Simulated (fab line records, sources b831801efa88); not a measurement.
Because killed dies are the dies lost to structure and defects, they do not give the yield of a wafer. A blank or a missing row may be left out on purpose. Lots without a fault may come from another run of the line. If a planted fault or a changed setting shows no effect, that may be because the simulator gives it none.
fab line records + flow sfqLine
record
- lots=14
- wafers=42
- lastDay=96
route steps=325 shown M4@161 M5@202 M6@264
lots that met no fault: from a run of the same line without faults
startH: hours from the record's opening day to when the first of the lot's shown wafers began + waitH: time in hours since the lot's previous step + " the same as in the row above + L1.1+2: one row covering several wafers at once + - no value, or no start given + * or withheld: withheld + < > ~ a bound
route shown NAME@n: names a module that has steps shown in the file, with the first one's number in the route + usual: average and standard deviation across the fault-free wafers + same: alike in all rows + chamber/n: place in a boat + sites: the reading at each site + _std_site: standard deviation of those values + _edge_site: inner sites' mean taken away from outer sites' mean + radiusMm: how far each site lies from the wafer's centre + mask NAME#n: copy n + behind: tool/chamber where the wafer was last shaped + hold: what put the lot on hold/how long, in hours/how the hold closed + device: transistor that didn't switch, given as n, p or np + end of line: tests run on the same wafers once the route is complete + a step without rows: its recipe alone + killed: the dies lost at the first sort to structure and to defects; this is not the yield of the wafer + map: the dies of a wafer, with x for killed, . for not killed, _ for no die there
set.NAME: the setting that was run; set.NAME@STEP: the one run at that earlier step + model.NAME: the simulator's own value behind a step, which no gauge read
the route's steps for a sample of lots (tables are steps, rows are wafers)
services: when a tool's chamber went out of use (startH, in hours from the record's first day, below 0 if earlier), for how many hours, and the reason
## steps
# step SFQ_TRILAYER_M4_STRIP_STRIP_097
# recipe
- gas=O2
- powerW=200
- platenTempC=40
- overashFraction=0.65
- chemistry=O2
- pressureMtorr=50
# usual
- drypumpMotorCurrentA=5.9/0.32
- heBacksideLeakSccm=3.5/0.41
- oesProductAu=0.996/0.0065
| lot.wafer | tool        | chamber | startH  | waitH | drypumpMotorCurrentA | heBacksideLeakSccm | oesProductAu | rfHoursCounterH |
|-----------|-------------|---------|---------|-------|----------------------|--------------------|--------------|-----------------|
| L865.1    | rieMetal-04 | 1       | 1040.71 | 0.1   | 6.4                  | 3.3                | 0.985        | 79              |
| L865.5    | "           | 0       | "       | "     | 5.7                  | 3.4                | 0.984        | -               |
| L865.6    | "           | 1       | "       | "     | 6.4                  | 3.4                | 0.990        | -               |
| L866.1    | rieMetal-02 | 0       | 1043.02 | 0.1   | 5.5                  | 3.6                | 0.994        | 76              |
| L866.5    | "           | 0       | "       | "     | 5.5                  | 3.5                | 0.996        | -               |
| L866.6    | "           | 1       | "       | "     | 6.0                  | 3.6                | 0.992        | -               |
| L867.2    | rieMetal-04 | 1       | 1197.86 | 0.1   | 6.4                  | 3.8                | 0.991        | 103             |
| L867.3    | "           | 0       | "       | "     | 5.7                  | 3.3                | 0.996        | -               |
| L867.4    | "           | 1       | "       | "     | 6.3                  | 3.8                | 1.006        | -               |
| L868.1    | rieMetal-04 | 1       | 1212.68 | 0.1   | 6.4                  | 3.5                | 1.005        | 105             |
| L868.2    | "           | 0       | "       | "     | 5.7                  | 3.2                | 1.010        | 15              |
| L868.5    | "           | 1       | "       | "     | 6.3                  | 3.6                | 0.995        | -               |
| L870.1    | rieMetal-02 | 1       | 1229.11 | 0.1   | 6.0                  | 3.3                | 0.988        | 70              |
| L870.4    | "           | 0       | "       | "     | 5.5                  | 3.5                | 0.990        | -               |
| L870.6    | "           | 1       | "       | "     | 6.0                  | 3.4                | 0.992        | -               |
| L873.4    | rieMetal-04 | 0       | 1384.37 | 0.2   | 5.7                  | 3.3                | 0.997        | -               |
| L873.5    | "           | 1       | "       | "     | 6.4                  | 3.9                | 0.995        | -               |
| L873.6    | "           | 0       | "       | "     | 5.7                  | 3.0                | 0.997        | -               |
| L874.1    | rieMetal-02 | 1       | 1390.17 | 0.1   | 6.0                  | 3.4                | 0.990        | 94              |
| L874.4    | "           | 1       | "       | "     | 6.0                  | 3.5                | 0.988        | -               |
| L874.6    | "           | 0       | "       | "     | 5.4                  | 3.2                | 0.997        | -               |
| L877.1    | rieMetal-04 | 0       | 1413.28 | 0.2   | 5.7                  | 3.3                | 1.003        | 42              |
| L877.4    | "           | 0       | "       | "     | 5.7                  | 3.3                | 1.001        | -               |
| L877.6    | "           | 0       | "       | "     | 5.7                  | 3.5                | 1.001        | -               |
| L881.1    | rieMetal-03 | 0       | 1448.34 | 0.1   | 6.3                  | 3.1                | 0.995        | 2               |
| L881.2    | "           | 1       | "       | "     | 5.8                  | 3.5                | 0.996        | 85              |
| L881.4    | "           | 0       | "       | "     | 6.3                  | 3.1                | 0.992        | -               |
| L882.1    | rieMetal-02 | 0       | 1455.54 | 0.1   | 5.5                  | 3.5                | 1.006        | 12              |
| L882.2    | "           | 1       | "       | "     | 6.0                  | 3.5                | 0.995        | 104             |
| L882.6    | "           | 0       | "       | "     | 5.4                  | 3.4                | 0.997        | -               |
| L885.3    | rieMetal-03 | 0       | 1490.40 | 0.2   | 6.3                  | 3.0                | 1.008        | -               |
| L885.5    | "           | 0       | "       | "     | 6.4                  | 3.1                | 1.004        | -               |
| L885.6    | "           | 1       | "       | "     | 5.8                  | 3.8                | 0.988        | -               |
| L886.2    | rieMetal-03 | 0       | 1497.40 | 0.1   | 6.3                  | 3.2                | 1.004        | 8               |
| L886.4    | "           | 0       | "       | "     | 6.3                  | 3.1                | 0.998        | -               |
| L886.6    | "           | 0       | "       | "     | 6.3                  | 3.1                | 0.995        | -               |
| L887.4    | rieMetal-03 | 0       | 1502.40 | 0.2   | 6.4                  | 3.1                | 1.006        | -               |
| L887.5    | "           | 0       | "       | "     | 6.3                  | 3.0                | 0.998        | -               |
| L887.6    | "           | 1       | "       | "     | 5.8                  | 3.6                | 0.998        | -               |
| L888.2    | rieMetal-03 | 0       | 1509.40 | 0.1   | 6.3                  | 3.1                | 1.014        | 11              |
| L888.5    | "           | 0       | "       | "     | 6.3                  | 3.2                | 1.001        | -               |
| L888.6    | "           | 1       | "       | "     | 5.8                  | 3.5                | 0.993        | -               |
# step SFQ_TRILAYER_M5_LITHO_PEB_126
# recipe
- pebTempC=115
- pebTimeS=60
- resist=KrF
# usual
- chillPlateTempC=22.99/0.12
- exhaustPa=44.9/0.93
- pebTimeS=60/0
- resistLineTempC=23.02/0.12
| lot.wafer | tool          | chamber | startH  | waitH | chillPlateTempC | exhaustPa | pebTimeS | resistLineTempC |
|-----------|---------------|---------|---------|-------|-----------------|-----------|----------|-----------------|
| L865.1    | lithoTrack-02 | 0       | 1340.08 | 1.0   | 22.89           | 43.4      | 60       | 23.35           |
| L865.5    | "             | 0       | "       | "     | 23.02           | 43.7      | 60       | 22.98           |
| L865.6    | "             | 0       | "       | "     | 23.22           | 45.4      | 60       | 23.12           |
| L866.1    | lithoTrack-02 | 0       | 1343.80 | 1.0   | 23.04           | 45.5      | 60       | 22.91           |
| L866.5    | "             | 0       | "       | "     | 23.14           | 46.9      | 60       | 23.01           |
| L866.6    | "             | 0       | "       | "     | 22.92           | 45.3      | 60       | 22.96           |
| L867.2    | lithoTrack-01 | 0       | 1352.23 | 0.8   | 22.92           | 45.0      | 60       | 22.89           |
| L867.3    | "             | 0       | "       | "     | 22.81           | 45.8      | 60       | 22.98           |
| L867.4    | "             | 0       | "       | "     | 22.95           | 45.9      | 60       | 22.76           |
| L868.1    | lithoTrack-02 | 0       | 1359.53 | 1.0   | 23.02           | 46.2      | 60       | 23.00           |
| L868.2    | "             | 0       | "       | "     | 23.13           | 45.7      | 60       | 22.93           |
| L868.5    | "             | 0       | "       | "     | 23.10           | 44.6      | 60       | 22.85           |
| L870.1    | lithoTrack-02 | 0       | 1379.05 | -     | 22.91           | 45.1      | 60       | 23.04           |
| L870.4    | "             | 0       | "       | "     | 22.79           | 46.4      | 60       | 23.13           |
| L870.6    | "             | 0       | "       | "     | 22.74           | 45.4      | 60       | 23.07           |
| L873.4    | lithoTrack-01 | 0       | 1414.39 | 0.5   | 22.92           | 45.5      | 60       | 23.00           |
| L873.5    | "             | 0       | "       | "     | 23.18           | 46.7      | 60       | 22.98           |
| L873.6    | "             | 0       | "       | "     | 23.01           | 45.6      | 60       | 22.99           |
| L874.1    | lithoTrack-04 | 0       | 1417.91 | 1.0   | 23.11           | 44.3      | 60       | 22.77           |
| L874.4    | "             | 0       | "       | "     | 23.08           | 44.4      | 60       | 22.87           |
| L874.6    | "             | 0       | "       | "     | 23.03           | 44.7      | 60       | 22.82           |
| L877.1    | lithoTrack-01 | 0       | 1482.20 | 1.0   | 22.66           | 43.9      | 60       | 22.88           |
| L877.4    | "             | 0       | "       | "     | 22.91           | 44.5      | 60       | 22.90           |
| L877.6    | "             | 0       | "       | "     | 22.90           | 44.1      | 60       | 22.88           |
| L881.1    | lithoTrack-02 | -       | 1586.75 | 1.0   | -               | -         | -        | -               |
| L881.2    | "             | -       | "       | "     | -               | -         | -        | -               |
| L881.4    | "             | -       | "       | "     | -               | -         | -        | -               |
| L882.1    | lithoTrack-02 | -       | 1594.89 | 1.0   | -               | -         | -        | -               |
| L882.2    | "             | -       | "       | "     | -               | -         | -        | -               |
| L882.6    | "             | -       | "       | "     | -               | -         | -        | -               |
| L885.3    | lithoTrack-01 | 0       | 1640.91 | 0.7   | 23.11           | 45.5      | 60       | 22.93           |
| L885.5    | "             | 0       | "       | "     | 23.20           | 45.8      | 60       | 22.88           |
| L885.6    | "             | 0       | "       | "     | 23.30           | 45.5      | 60       | 22.93           |
| L886.2    | lithoTrack-02 | 0       | 1777.16 | 0.8   | 23.04           | 43.5      | 60       | 22.93           |
| L886.4    | "             | 0       | "       | "     | 22.94           | 44.9      | 60       | 23.03           |
| L886.6    | "             | 0       | "       | "     | 22.97           | 44.3      | 60       | 23.10           |
| L887.4    | lithoTrack-01 | 0       | 1788.00 | 0.5   | 22.87           | 44.6      | 60       | 23.15           |
| L887.5    | "             | 0       | "       | "     | 22.93           | 44.0      | 60       | 23.10           |
| L887.6    | "             | 0       | "       | "     | 22.97           | 44.3      | 60       | 23.26           |
| L888.2    | lithoTrack-01 | 0       | 1792.75 | 0.8   | 22.85           | 44.6      | 60       | 23.13           |
| L888.5    | "             | 0       | "       | "     | 22.96           | 44.8      | 60       | 23.27           |
| L888.6    | "             | 0       | "       | "     | 22.93           | 45.7      | 60       | 23.11           |
# step SFQ_TRILAYER_M5_ETCH_METAL_ETCH_126
# recipe
- target=Nb
- stopOn=SiO2
- maskMaterial=PR
- overEtchFrac=0.15
- timeS=203.2
- chemistry=Cl2/BCl3
- targetDepthNm=265
- icpW=600
- biasW=80
- pressureMtorr=10
# usual
- drypumpMotorCurrentA=5.9/0.31
- heBacksideLeakSccm=3.49/0.29
- oesProductAu=0.728/0.006
- rfFwdPowerW=597.6/1.7
| lot.wafer | tool        | chamber | startH  | waitH | drypumpMotorCurrentA | heBacksideLeakSccm | oesProductAu | rfFwdPowerW | rfHoursCounterH |
|-----------|-------------|---------|---------|-------|----------------------|--------------------|--------------|-------------|-----------------|
| L865.1    | rieMetal-03 | 1       | 1340.47 | 0.0   | 5.8                  | 4.02               | 0.730        | 597.6       | 68              |
| L865.5    | "           | 1       | "       | "     | 5.8                  | 4.07               | 0.726        | 601.3       | -               |
| L865.6    | "           | 0       | "       | "     | 6.3                  | 3.25               | 0.731        | 597.2       | -               |
| L866.1    | rieMetal-04 | 0       | 1344.20 | 0.0   | 5.7                  | 3.36               | 0.739        | 597.3       | 30              |
| L866.5    | "           | 1       | "       | "     | 6.4                  | 3.59               | 0.732        | 600.2       | -               |
| L866.6    | "           | 0       | "       | "     | 5.7                  | 3.37               | 0.736        | 598.0       | -               |
| L867.2    | rieMetal-04 | 1       | 1352.60 | 0.0   | 6.4                  | 5.10               | 0.723        | 599.4       | 119             |
| L867.3    | "           | 1       | "       | "     | 6.4                  | 3.36               | 0.716        | 596.4       | -               |
| L867.4    | "           | 0       | "       | "     | 5.7                  | 3.01               | 0.727        | 598.6       | -               |
| L868.1    | rieMetal-01 | 0       | 1359.92 | 0.0   | 5.6                  | 3.30               | 0.730        | 595.9       | 101             |
| L868.2    | "           | 1       | "       | "     | 5.9                  | 4.70               | 0.727        | 598.0       | 13              |
| L868.5    | "           | 0       | "       | "     | 5.6                  | 3.36               | 0.731        | 596.7       | -               |
| L870.1    | rieMetal-04 | 0       | 1379.44 | 0.0   | 5.7                  | 3.12               | 0.727        | 599.4       | 35              |
| L870.4    | "           | 0       | "       | "     | 5.7                  | 3.40               | 0.728        | 599.2       | -               |
| L870.6    | "           | 0       | "       | "     | 5.7                  | 3.34               | 0.739        | 599.3       | -               |
| L873.4    | rieMetal-01 | 1       | 1414.77 | 0.1   | 5.9                  | 3.37               | 0.720        | 597.0       | -               |
| L873.5    | "           | 0       | "       | "     | 5.6                  | 3.87               | 0.722        | 596.1       | -               |
| L873.6    | "           | 1       | "       | "     | 5.9                  | 3.39               | 0.724        | 598.8       | -               |
| L874.1    | rieMetal-04 | 0       | 1418.31 | 0.0   | 5.7                  | 3.51               | 0.726        | 596.8       | 43              |
| L874.4    | "           | 0       | "       | "     | 5.7                  | 3.29               | 0.716        | 599.2       | -               |
| L874.6    | "           | 0       | "       | "     | 5.7                  | 3.52               | 0.721        | 599.4       | -               |
| L877.1    | rieMetal-01 | 0       | 1482.66 | 0.1   | 5.6                  | 3.76               | 0.731        | 597.2       | 118             |
| L877.4    | "           | 0       | "       | "     | 5.6                  | 3.80               | 0.727        | 597.0       | -               |
| L877.6    | "           | 0       | "       | "     | 5.6                  | 4.04               | 0.727        | 596.4       | -               |
| L881.1    | rieMetal-01 | 1       | 1587.15 | 0.0   | 5.9                  | 3.50               | 0.734        | 599.2       | 47              |
| L881.2    | "           | 0       | "       | "     | 5.6                  | 3.49               | 0.739        | 594.3       | 8               |
| L881.4    | "           | 0       | "       | "     | 5.6                  | 3.42               | 0.720        | 594.8       | -               |
| L882.1    | rieMetal-03 | 0       | 1595.28 | 0.0   | 6.3                  | 3.22               | 0.730        | 598.9       | 22              |
| L882.2    | "           | 1       | "       | "     | 5.8                  | 4.00               | 0.732        | 595.9       | 106             |
| L882.6    | "           | 0       | "       | "     | 6.3                  | 3.16               | 0.730        | 598.0       | -               |
| L885.3    | rieMetal-04 | 0       | 1641.32 | 0.1   | 5.7                  | 3.29               | 0.721        | 597.3       | -               |
| L885.5    | "           | 0       | "       | "     | 5.7                  | 3.44               | 0.729        | 594.9       | -               |
| L885.6    | "           | 1       | "       | "     | 6.4                  | 3.46               | 0.727        | 597.6       | -               |
| L886.2    | rieMetal-01 | 0       | 1777.53 | 0.0   | 5.7                  | 3.71               | 0.726        | 594.4       | 36              |
| L886.4    | "           | 1       | "       | "     | 5.9                  | 3.61               | 0.725        | 597.1       | -               |
| L886.6    | "           | 1       | "       | "     | 5.9                  | 3.43               | 0.721        | 596.0       | -               |
| L887.4    | rieMetal-03 | 0       | 1788.57 | 0.2   | 6.3                  | 3.25               | 0.724        | 600.4       | -               |
| L887.5    | "           | 0       | "       | "     | 6.3                  | 3.21               | 0.722        | 598.3       | -               |
| L887.6    | "           | 0       | "       | "     | 6.3                  | 3.24               | 0.723        | 598.9       | -               |
| L888.2    | rieMetal-01 | 0       | 1793.12 | 0.0   | 5.6                  | 3.72               | 0.736        | 597.0       | 38              |
| L888.5    | "           | 1       | "       | "     | 5.9                  | 3.68               | 0.738        | 598.2       | -               |
| L888.6    | "           | 0       | "       | "     | 5.6                  | 3.54               | 0.740        | 596.7       | -               |
# step SFQ_TRILAYER_M6_STRIP_STRIP_163
# recipe
- gas=O2
- powerW=200
- platenTempC=40
- overashFraction=0.65
- chemistry=O2
- pressureMtorr=50
# usual
- drypumpMotorCurrentA=5.96/0.3
- heBacksideLeakSccm=3.45/0.28
- oesProductAu=1.000/0.0073
| lot.wafer | tool        | chamber | startH  | waitH | drypumpMotorCurrentA | heBacksideLeakSccm | oesProductAu | rfHoursCounterH |
|-----------|-------------|---------|---------|-------|----------------------|--------------------|--------------|-----------------|
| L865.1    | rieMetal-01 | 1       | 1729.65 | 0.1   | 5.88                 | 3.61               | 1.006        | 68              |
| L865.5    | "           | 0       | "       | "     | 5.59                 | 3.58               | 0.994        | -               |
| L865.6    | "           | 1       | "       | "     | 5.89                 | 3.43               | 1.006        | -               |
| L866.1    | rieMetal-01 | 0       | 1734.45 | 0.1   | 5.66                 | 3.35               | 1.001        | 30              |
| L866.5    | "           | 1       | "       | "     | 5.86                 | 3.47               | 1.008        | -               |
| L866.6    | "           | 0       | "       | "     | 5.64                 | 3.74               | 1.004        | -               |
| L867.2    | rieMetal-04 | 0       | 1741.65 | 0.1   | 5.67                 | 3.28               | 0.988        | 85              |
| L867.3    | "           | 1       | "       | "     | 6.39                 | 3.50               | 1.002        | -               |
| L867.4    | "           | 0       | "       | "     | 5.67                 | 3.38               | 1.001        | -               |
| L868.1    | rieMetal-03 | 1       | 1750.05 | 0.1   | 5.81                 | 3.76               | 0.988        | 126             |
| L868.2    | "           | 0       | "       | "     | 6.31                 | 3.27               | 0.988        | 43              |
| L868.5    | "           | 1       | "       | "     | 5.82                 | 3.81               | 0.986        | -               |
| L870.1    | rieMetal-01 | 0       | 1769.25 | 0.1   | 5.65                 | 3.64               | 0.997        | 35              |
| L870.4    | "           | 1       | "       | "     | 5.89                 | 3.54               | 1.003        | -               |
| L870.6    | "           | 0       | "       | "     | 5.65                 | 3.51               | 0.993        | -               |
| L873.4    | rieMetal-03 | 0       | 1802.70 | 0.7   | 6.33                 | 3.26               | 1.009        | -               |
| L873.5    | "           | 0       | "       | "     | 6.34                 | 3.29               | 0.994        | -               |
| L873.6    | "           | 0       | "       | "     | 6.32                 | 3.20               | 1.004        | -               |
| L874.1    | rieMetal-01 | 0       | 1804.82 | 0.1   | 5.64                 | 3.51               | 0.996        | 40              |
| L874.4    | "           | 1       | "       | "     | 5.88                 | 3.29               | 1.003        | -               |
| L874.6    | "           | 0       | "       | "     | 5.64                 | 3.74               | 0.994        | -               |
| L877.1    | rieMetal-03 | 0       | 1914.91 | 0.1   | 6.31                 | 3.23               | 1.008        | 70              |
| L877.4    | "           | 1       | "       | "     | 5.81                 | 2.90               | 1.009        | -               |
| L877.6    | "           | 0       | "       | "     | 6.33                 | 3.27               | 1.002        | -               |
| L881.1    | rieMetal-04 | 1       | 1949.71 | 0.1   | 6.42                 | 3.62               | 0.993        | 74              |
| L881.2    | "           | 0       | "       | "     | 5.68                 | 3.51               | 0.993        | 112             |
| L881.4    | "           | 0       | "       | "     | 5.69                 | 3.47               | 0.986        | -               |
| L882.1    | rieMetal-01 | 1       | 1950.91 | 0.1   | 5.85                 | 3.54               | 1.009        | 91              |
| L882.2    | "           | 0       | "       | "     | 5.63                 | 3.48               | 1.001        | 61              |
| L882.6    | "           | 1       | "       | "     | 5.85                 | 3.59               | 1.001        | -               |
| L885.3    | rieMetal-04 | 1       | 1984.51 | 0.2   | 6.39                 | 3.55               | 0.993        | -               |
| L885.5    | "           | 0       | "       | "     | 5.69                 | 3.56               | 0.989        | -               |
| L885.6    | "           | 1       | "       | "     | 6.37                 | 3.66               | 0.995        | -               |
| L886.2    | rieMetal-01 | 1       | 1986.71 | 0.1   | 5.85                 | 3.56               | 1.004        | 101             |
| L886.4    | "           | 1       | "       | "     | 5.87                 | 3.70               | 1.000        | -               |
| L886.6    | "           | 0       | "       | "     | 5.64                 | 3.49               | 0.993        | -               |
| L887.4    | rieMetal-04 | 1       | 2000.24 | 0.2   | 6.37                 | 3.75               | 0.988        | -               |
| L887.5    | "           | 1       | "       | "     | 6.37                 | 3.48               | 0.998        | -               |
| L887.6    | "           | 0       | "       | "     | 5.72                 | 3.25               | 1.008        | -               |
| L888.2    | rieMetal-03 | 1       | 2006.48 | 0.1   | 5.81                 | 3.13               | 1.000        | 31              |
| L888.5    | "           | 1       | "       | "     | 5.81                 | 2.91               | 0.991        | -               |
| L888.6    | "           | 0       | "       | "     | 6.33                 | 3.19               | 1.002        | -               |
## services
| tool        | chamber | startH  | hours | kind   |
|-------------|---------|---------|-------|--------|
| rieMetal-03 | -       | 1047.43 | 14.0  | repair |
| rieMetal-01 | 1       | 1106.35 | 1.9   | repair |
| rieMetal-03 | 0       | 1185.84 | 1.7   | repair |
| rieMetal-03 | -       | 1190.64 | 2.8   | pm     |
| rieMetal-01 | -       | 1233.49 | 2.8   | pm     |
| rieMetal-03 | -       | 1244.11 | 5.7   | repair |
| rieMetal-04 | 1       | 1249.74 | 12.6  | repair |
| rieMetal-01 | -       | 1285.56 | 14.6  | repair |
| rieMetal-04 | -       | 1315.15 | 28.1  | pm     |
| rieMetal-02 | -       | 1361.70 | 2.8   | pm     |
| rieMetal-03 | -       | 1379.84 | 1.4   | pm     |
| rieMetal-01 | 1       | 1479.11 | 9.3   | repair |
| rieMetal-04 | -       | 1571.34 | 14.6  | pm     |
| rieMetal-04 | 0       | 1598.16 | 22.3  | repair |
| rieMetal-02 | -       | 1615.47 | 0.2   | repair |
| rieMetal-04 | -       | 1680.12 | 0.4   | repair |
| rieMetal-01 | 1       | 1739.91 | 20.6  | repair |
| rieMetal-03 | 1       | 1763.47 | 5.0   | repair |
| rieMetal-03 | -       | 1844.59 | 0.3   | repair |
| rieMetal-01 | 1       | 1904.63 | 17.5  | repair |
| rieMetal-04 | -       | 1940.87 | 0.6   | repair |
| rieMetal-04 | -       | 1942.94 | 0.1   | repair |
| rieMetal-03 | 1       | 1962.26 | 5.5   | repair |
| rieMetal-04 | -       | 1965.90 | 2.8   | pm     |
## key
firstSign
- step=SFQ_TRILAYER_M5_LITHO_PEB_126
- reading=toolRecord
- direction=missing
effect none on later readings
metAt SFQ_TRILAYER_M5_LITHO_PEB_126
struckLots L881,L882
notActingAt SFQ_TRILAYER_M4_STRIP_STRIP_097,SFQ_TRILAYER_M5_ETCH_METAL_ETCH_126,SFQ_TRILAYER_M6_STRIP_STRIP_163
onsetBetween 1379.05 1586.75
fault
- kind=skippedStepWhole
- tool=lithoTrack-02
- chamber=-
- onsetH=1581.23
- steps=SFQ_TRILAYER_M5_LITHO_PEB_126
- scope=struckLotsOnly
